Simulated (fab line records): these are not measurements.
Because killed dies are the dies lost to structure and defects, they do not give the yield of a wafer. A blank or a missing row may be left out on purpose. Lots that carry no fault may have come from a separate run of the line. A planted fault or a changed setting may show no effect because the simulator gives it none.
Which tool was responsible? + flow sky130 + Sampling: 14 lots, 41 wafers, 3 of 708 route steps

## WHAT THE GAUGES SHOWED, per wafer
SKY_CONTACT_RS_MEAS_25: uses a four-point probe to measure.
| lot  | measured     | on           | CONTACT_W_RS (ohm/sq) |
|------|--------------|--------------|-----------------------|
| L282 | day 33 05:28 | filmMetro-04 | 0.339 0.338 0.340     |
| L283 | day 33 06:25 | filmMetro-02 | 0.337 0.336 0.338     |
| L284 | day 33 13:37 | filmMetro-04 | 0.341 0.343 0.339     |
| L285 | day 33 22:08 | filmMetro-02 | 0.341 0.341 0.341     |
| L287 | day 34 07:43 | filmMetro-02 | 0.342 0.345 0.340     |
| L288 | day 34 20:24 | filmMetro-03 | 0.337 0.337 0.341     |
| L289 | day 34 21:33 | filmMetro-02 | 0.339 0.338 0.335     |
| L290 | day 35 05:45 | filmMetro-02 | 0.341 0.338 0.339     |
| L292 | day 36 03:36 | filmMetro-04 | 0.340 0.336 0.339     |
| L294 | day 36 20:13 | filmMetro-03 | 0.346 0.347 0.347     |
| L296 | day 37 07:37 | filmMetro-04 | 0.336 0.335 0.334     |
| L297 | day 37 15:02 | filmMetro-03 | 0.340 0.341 0.193     |
| L299 | day 38 00:30 | filmMetro-03 | 0.193 0.192           |
| L301 | day 38 15:04 | filmMetro-02 | 0.339 0.191 0.341     |

SKY_CONTACT_THK_MEAS_26: measures by xrf.
| lot  | measured     | on           | CONTACT_W_THK (nm) |
|------|--------------|--------------|--------------------|
| L282 | day 33 05:35 | filmMetro-04 | 359 359 355        |
| L283 | day 33 06:32 | filmMetro-02 | 355 359 353        |
| L284 | day 33 13:43 | filmMetro-04 | 357 353 360        |
| L285 | day 33 22:16 | filmMetro-02 | 351 349 350        |
| L287 | day 34 07:50 | filmMetro-02 | 350 347 354        |
| L288 | day 34 20:31 | filmMetro-03 | 360 363 357        |
| L289 | day 34 21:40 | filmMetro-02 | 353 355 359        |
| L290 | day 35 05:52 | filmMetro-02 | 353 355 351        |
| L292 | day 36 03:41 | filmMetro-04 | 355 358 355        |
| L294 | day 36 20:19 | filmMetro-03 | 350 354 351        |
| L296 | day 37 07:44 | filmMetro-04 | 362 365 366        |
| L297 | day 37 15:10 | filmMetro-03 | 357 356 -          |
| L299 | day 38 00:36 | filmMetro-03 | - -                |
| L301 | day 38 15:11 | filmMetro-02 | 362 - 359          |

## WHAT TOOL EACH LOT RAN ON (gives the tool, then ch and the chambers of the sampled wafers, and finally the start)
| lot  | SKY_CONTACT_CVD_24           |
|------|------------------------------|
| L282 | cvdW-02 ch 0,1, day 33 05:21 |
| L283 | cvdW-02 ch 0,1, day 33 06:18 |
| L284 | cvdW-02 ch 0,1, day 33 13:30 |
| L285 | cvdW-02 ch 0,1, day 33 22:02 |
| L287 | cvdW-02 ch 0,1, day 34 07:37 |
| L288 | cvdW-02 ch 0,1, day 34 20:17 |
| L289 | cvdW-01 ch 0,1, day 34 21:26 |
| L290 | cvdW-02 ch 0,1, day 35 05:38 |
| L292 | cvdW-01 ch 0,1, day 36 03:28 |
| L294 | cvdW-02 ch 0,1, day 36 20:04 |
| L296 | cvdW-01 ch 0,1, day 37 07:30 |
| L297 | cvdW-02 ch 0,1, day 37 14:56 |
| L299 | cvdW-02 ch 1, day 38 00:23   |
| L301 | cvdW-02 ch 1, day 38 14:56   |
- SKY_CONTACT_CVD_24: deposits W, target thk 340 nm, time 102.12 s.

## WHAT THE TOOLS THEMSELVES READ (means of the sampled wafers that have a number; where no wafer has one, the mark that the record gives instead)
SKY_CONTACT_CVD_24.
| lot  | tool    | chamberPressureTorr (Torr) | heaterPowerW (W) |
|------|---------|----------------------------|------------------|
| L282 | cvdW-02 | 40.00                      | 985              |
| L283 | cvdW-02 | 40.02                      | 905              |
| L284 | cvdW-02 | 39.95                      | 902              |
| L285 | cvdW-02 | 39.97                      | 899              |
| L287 | cvdW-02 | 39.90                      | 894              |
| L288 | cvdW-02 | 39.93                      | 979              |
| L289 | cvdW-01 | 39.98                      | 853              |
| L290 | cvdW-02 | 39.86                      | 915              |
| L292 | cvdW-01 | 39.99                      | 875              |
| L294 | cvdW-02 | 39.94                      | 969              |
| L296 | cvdW-01 | 40.01                      | 839              |
| L297 | cvdW-02 | 39.95                      | 911              |
| L299 | cvdW-02 | 39.91                      | 1054             |
| L301 | cvdW-02 | 40.10                      | 1069             |

## THE ANSWER, worked out from the rows above alone
Rule: usual is defined by the lots themselves. The widest of any qualifying gaps counts: lots, ordered by their means at a reading, are off when they make up no more than a third of the lots, leave a main group of 4 or more, and stand apart from it by 3 or more times the standard deviation of that group's means. If all means in a main group match to the digits the tables above print for the reading, that group is not used. Also off: a lot with no number at a reading for which 4 or more lots have one. Any other lot the step has rows for is counted as sound. After the gauges, taken in route order, come the tools' own readings; for these a lot's mean is taken, as printed above. The first step at which some lot is off is used, and at that step the reading that is off furthest; a lot without a number counts as furthest.
Off: L297, L299, L301, seen at SKY_CONTACT_RS_MEAS_25 (CONTACT_W_RS). Main group: mean 0.340 ohm/sq, sd 0.003.
If a tool, at a process step before that reading, ran all the lots that are off and no sound lot after the first of them, it fits. Those tools and the gauges at SKY_CONTACT_RS_MEAS_25 are tried in the same way. One candidate fits, namely cvdW-02 at SKY_CONTACT_CVD_24. Its last sound lot is L294 (day 36 20:04), its first lot that is off L297 (day 37 14:56): a fault that began between those two fits.

## WHAT HAD BEEN PUT IN BY THE SIMULATOR
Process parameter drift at SKY_CONTACT_CVD_24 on cvdW-02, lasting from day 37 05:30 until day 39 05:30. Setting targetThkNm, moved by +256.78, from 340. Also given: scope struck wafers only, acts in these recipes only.
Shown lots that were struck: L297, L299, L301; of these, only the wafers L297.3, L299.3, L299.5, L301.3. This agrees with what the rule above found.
